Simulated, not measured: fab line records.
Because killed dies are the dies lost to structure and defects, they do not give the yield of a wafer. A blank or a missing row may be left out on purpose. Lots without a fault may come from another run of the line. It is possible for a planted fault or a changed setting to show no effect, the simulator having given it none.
Chamber matching	flow gf180mcu	GF_V3_CMP_04 on cmp-02 has 4 sister chambers
The step polishes SiO2. 14 wafers are shown with their chamber, then 7 later ones without.

WAFERS WITH THEIR CHAMBER
wafer	chamber	motor current A (A)	time to endpoint s (s)	slurry filter dp kPa (kPa)
L220.1	2	13.5	84	13.54
L220.2	0	9.2	74	13.50
L220.6	0	9.6	81	13.50
L232.2	2	13.6	88	13.55
L232.3	1	14.3	79	13.51
L232.5	0	9.6	90	13.62
L233.2	2	12.6	84	13.53
L233.3	0	9.5	75	13.60
L233.4	1	14.1	79	13.47
L234.1	0	9.7	76	13.63
L234.2	2	13.0	79	13.38
L234.5	2	13.8	79	13.71
L236.1	0	9.5	80	13.17
L236.3	3	10.0	66	13.51

SIGNATURES, as means of the wafers listed above
reading	chamber 0	chamber 1	chamber 2	chamber 3	scatter within a chamber
motor current A	9.517	14.200	13.300	10.000	0.336
time to endpoint s	79.33	79.00	82.80	66.00	4.84
slurry filter dp kPa	13.5033	13.4900	13.5420	13.5100	0.143
Rule: distance of a wafer from a chamber = root of the sum over the readings of ((wafer's reading minus chamber's mean) / reading's scatter) squared. If the next closest chamber is less than 2 further off than the closest, the wafer can't be placed; otherwise it belongs to the closest. The scatter: the root of (the sum of the squares of (reading less its chamber's mean) over the shown wafers, divided by (wafers less chambers)).

WAFERS WITH NO CHAMBER GIVEN
wafer	motor current A (A)	time to endpoint s (s)	slurry filter dp kPa (kPa)
L236.6	12.7	77	13.63
L237.1	10.8	72	13.48
L237.4	9.7	81	13.45
L237.6	12.9	82	13.58
L239.1	13.3	76	13.28
L239.2	10.6	67	13.59
L239.5	10.8	71	13.31

WHICH CHAMBER EACH WENT THROUGH
wafer	from the rows above	in truth
L236.6	2	2
L237.1	can't be placed: 3 or 0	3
L237.4	0	0
L237.6	2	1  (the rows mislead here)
L239.1	can't be placed: 2 or 1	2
L239.2	3	3
L239.5	can't be placed: 3 or 0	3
3 of 7 placed correctly. Cannot be placed on the basis of these rows: 3; the candidates contain the true chamber in 3. Wrongly placed: 1.
